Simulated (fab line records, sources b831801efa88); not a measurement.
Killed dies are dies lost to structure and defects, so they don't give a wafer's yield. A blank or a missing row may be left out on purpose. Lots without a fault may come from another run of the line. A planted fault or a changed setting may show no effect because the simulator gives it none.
Chamber matching | flow gf180mcu | GF_V3_CVD_02 on pecvd-02: 3 sister chambers
The step deposits SiO2 from TEOS, target thk 850 nm, time 94.851 s. 6 wafers are shown with their chamber, then 12 later ones without.

WAFERS WITH THEIR CHAMBER
wafer  | chamber | heater_power_w (W)
L085.1 | 1       | 689
L085.2 | 0       | 731
L085.3 | 2       | 628
L085.4 | 1       | 733
L085.5 | 0       | 777
L085.6 | 2       | 671

WAFERS WITHOUT THEIR CHAMBER
wafer  | heater_power_w (W)
L086.1 | 790
L086.3 | 687
L086.5 | 633
L090.2 | 757
L090.4 | 658
L090.6 | 683
L091.1 | 715
L091.2 | 681
L091.3 | 665
L091.4 | 736
L091.5 | 703
L091.6 | 724

WHICH CHAMBER EACH WENT THROUGH
wafer  | from the rows above          | in truth
L086.1 | can't be placed: 0 or 1      | 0
L086.3 | can't be placed: 1 or 2 or 0 | 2
L086.5 | can't be placed: 2 or 1      | 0
L090.2 | can't be placed: 0 or 1      | 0
L090.4 | can't be placed: 2 or 1      | 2
L090.6 | can't be placed: 1 or 2 or 0 | 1
L091.1 | can't be placed: 1 or 0 or 2 | 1
L091.2 | can't be placed: 1 or 2 or 0 | 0
L091.3 | can't be placed: 2 or 1      | 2
L091.4 | can't be placed: 0 or 1      | 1
L091.5 | can't be placed: 1 or 0 or 2 | 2
L091.6 | can't be placed: 1 or 0 or 2 | 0
Placed correctly: 0 of 12. Can't be placed from these rows: 12 (the true chamber is among the candidates in 11). Placed wrongly: 0.
How it was worked out, from the rows above alone: a wafer's distance from a chamber is the root of the sum, over the readings, of the square of ((its reading less the chamber's mean) divided by the reading's scatter). The wafer belongs to the nearest chamber; if the next one is less than 2 further off, it can't be placed. A chamber's mean is the mean of its shown wafers. The scatter: the root of (the sum of the squares of (reading less its chamber's mean) over the shown wafers, divided by (wafers less chambers)).
